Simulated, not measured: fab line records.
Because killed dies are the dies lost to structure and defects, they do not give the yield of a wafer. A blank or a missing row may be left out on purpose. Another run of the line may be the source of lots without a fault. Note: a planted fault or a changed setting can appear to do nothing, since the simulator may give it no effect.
Code-filled problem report in 8D (eight disciplines) form || flow sky130 || the parts of the form that need people (team, actions taken, sign-off) are left out

1. THE PROBLEM
VIA4_HDPCVD_THK at SKY_VIA4_THK_MEAS_01 reads a mean of 1832 nm on 1 wafer of 1 lot; wafers without a fault read 1746 nm with a standard deviation of 19. Measured from the usual mean, that is +4.5 standard deviations.
Seen first at day 45 18:22 on film_metro-02, wafer L904.1. The record has a number at this step for 36 wafers belonging to 12 lots. Rule for "out" (also "out of limits"): further than 4 standard deviations from the usual mean. All remaining wafers that have a number are taken as sound.

2. WHAT IT IS; WHAT IT IS NOT
{"question": "which readings at this step", "is": "VIA4_HDPCVD_THK", "is not": "-"}
{"question": "which lots", "is": "L904", "is not": "L890, L891, L892, L893, L895, L898, L899, L902, L903, L912, L913"}
{"question": "which wafers of those lots", "is": "L904.1", "is not": "L904.3, L904.6"}
{"question": "read on which gauges", "is": "film_metro-02", "is not": "film_metro-01, film_metro-03"}
{"question": "when", "is": "from day 45 18:22", "is not": "up to then (29 sound wafers); but 6 sound wafers of L912, L913 came after"}

3. THE SUSPECTS, EACH WITH WHAT RULES IT OUT
Counting: a tool at a process step up to the reading stays a suspect if it ran every lot that is out. Sound lots after the first of them don't rule it out here, since some wafers of a struck lot are sound.
- the gauge at SKY_VIA4_THK_MEAS_01: ruled out. All the wafers that are out were read on film_metro-02, but those of them that SKY_VIA4_HDPCVD_00 has rows for are out there too, on other tools.
- rie_metal-02 at SKY_METAL4_DESCUM_15 (chemistry O2, time 8 s): kept. It processed L904, the lot that is out, at day 45 17:16, and its most recent sound lot before then was L898 at day 44 03:44.
- hdpcvd-02 at SKY_VIA4_HDPCVD_00 (deposits SiO2, target thk 1750 nm, time 291.7 s): kept. It processed L904, the lot that is out, at day 45 18:11, and its most recent sound lot before then was L902 at day 45 08:55. Its own readings are out on those wafers: run_length_s.
- At SKY_VIA4_HDPCVD_00, inside hdpcvd-02: chamber 2 took the wafers that are out, while their sound lot-mates went through chambers 0, 1.
Remaining after the count are rie_metal-02 at SKY_METAL4_DESCUM_15 and hdpcvd-02 at SKY_VIA4_HDPCVD_00.

4. THE CAUSE (what the simulator had put in)
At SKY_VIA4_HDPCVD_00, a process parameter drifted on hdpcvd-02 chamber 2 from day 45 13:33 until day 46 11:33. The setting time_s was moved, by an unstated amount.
2 suspects survive the count, and this tool is in that group.

5. THE EFFECT CHAIN, in route order
Each row: a reading whose mean over the struck wafers that have a number lies more than 3 standard deviations from the usual. Only readings for which the record gives a usual standard deviation are gone through. hours: the time from each lot's start at the first step in this table that gives one to its start at this step, as a median over the lots. sigmas: the change in usual standard deviations.
{"hours": 0, "step": "SKY_VIA4_HDPCVD_00", "reading": "run_length_s", "usual": "319.5 s", "on struck wafers": 334.5, "change": "+15.0", "sigmas": "+25"}
{"hours": 0, "step": "SKY_VIA4_THK_MEAS_01", "reading": "VIA4_HDPCVD_THK", "usual": "1746 nm", "on struck wafers": 1832, "change": "+86", "sigmas": "+4.5"}
The process steps in it:
- SKY_VIA4_HDPCVD_00: deposits SiO2, target thk 1750 nm, time 291.7 s.

6. WHAT WOULD HAVE CAUGHT IT SOONER
In this record the first reading out of limits at a measuring or inspecting step was taken at day 45 18:22, 5 hours after the fault began at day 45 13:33.
At SKY_VIA4_HDPCVD_00, the tool's own readings (run_length_s) were out on each struck wafer the step has a row for, so an alarm limit on them would have fired on the first such wafer.
All the lots that are out (1) had begun SKY_VIA4_HDPCVD_00 on hdpcvd-02 by day 45 18:22. None of them would have been spared by holding the tool at that moment.
